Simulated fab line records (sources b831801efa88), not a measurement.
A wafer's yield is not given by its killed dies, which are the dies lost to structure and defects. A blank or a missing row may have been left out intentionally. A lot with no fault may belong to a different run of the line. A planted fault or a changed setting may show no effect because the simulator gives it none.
One fault through the eyes of 2 desks -- flow sky130 -- numbers are kept per desk, each desk with only its own; the story behind them comes last

== THE METROLOGY DESK ==
What the gauges read, lot by lot, whatever tool the lot ran on: means of the sampled wafers that have a number. If a lot's mean is further than 4 standard deviations from the usual mean, the lot is out of limits and carries the mark OUT (the distance appears in the brackets).
Columns: A = NWELL_RS at SKY_NWELL_RS_MEAS_29, usual 626.0 ohm/sq; B = PWDE_RS at SKY_NWELL_RS_MEAS_31, usual 5278 ohm/sq; C = cd_nm at SKY_VT_ADJUST_HVTP_CD_MEAS_07, usual 380.0 nm; D = VT_ADJUST_HVTP_OVL at SKY_VT_ADJUST_HVTP_OVL_MEAS_08, usual 1.2 nm
lot,first seen here,A,B,C,D
L554,day 7 07:57,627.6,5276,375.9,0.6
L557,day 8 04:09,626.6,5287,377.4,0.8
L565,day 10 05:28,622.8,5289,381.4,1.3
L566,day 10 14:00,624.0,5244,379.6,-0.5
L567,day 10 15:49,626.7,5290,380.4,0.4
L568,day 10 21:20,626.2,5273,379.9,1.9
This desk's finding: nothing out of limits on any of the 6 lots.

== FOR THE TOOL OWNER'S DESK: implanter-01 ==
The tool's own readings at SKY_VT_ADJUST_HVTP_IMPLANT_09, given as means over the sampled wafers that have a number, one for each lot that went through this tool. If a lot's mean is further than 4 standard deviations from the usual mean, the lot is out of limits and carries the mark OUT (the distance appears in the brackets).
Columns: A = beam_energy_keV at SKY_VT_ADJUST_HVTP_IMPLANT_09, usual 149.99
lot,first seen here,A
L557,day 9 00:58,149.94
L565,day 11 05:20,158.63 (+99 or more) OUT
L566,day 11 14:10,158.71 (+99 or more) OUT
This desk's verdict: out of limits on L565, L566, starting with L565 at day 11 05:20 (beam_energy_keV at SKY_VT_ADJUST_HVTP_IMPLANT_09). L557: within limits.

== BROUGHT TOGETHER ==
An alarm could have come from the tool owner's desk at day 11 05:20, on L565, L566.
Metrology desk: nothing out of limits seen.
The metrology desk holds a record of L565, L566, inside its limits.
The lots listed all ran SKY_VT_ADJUST_HVTP_IMPLANT_09 on implanter-01.

== WHAT THE SIMULATOR HAD INSERTED ==
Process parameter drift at SKY_VT_ADJUST_HVTP_IMPLANT_09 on implanter-01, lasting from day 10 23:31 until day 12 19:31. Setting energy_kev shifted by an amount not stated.
Lots struck among those shown: L565, L566.
How many hours passed from the start of the fault until each desk's first out-of-limits reading: the tool owner's desk, 6.
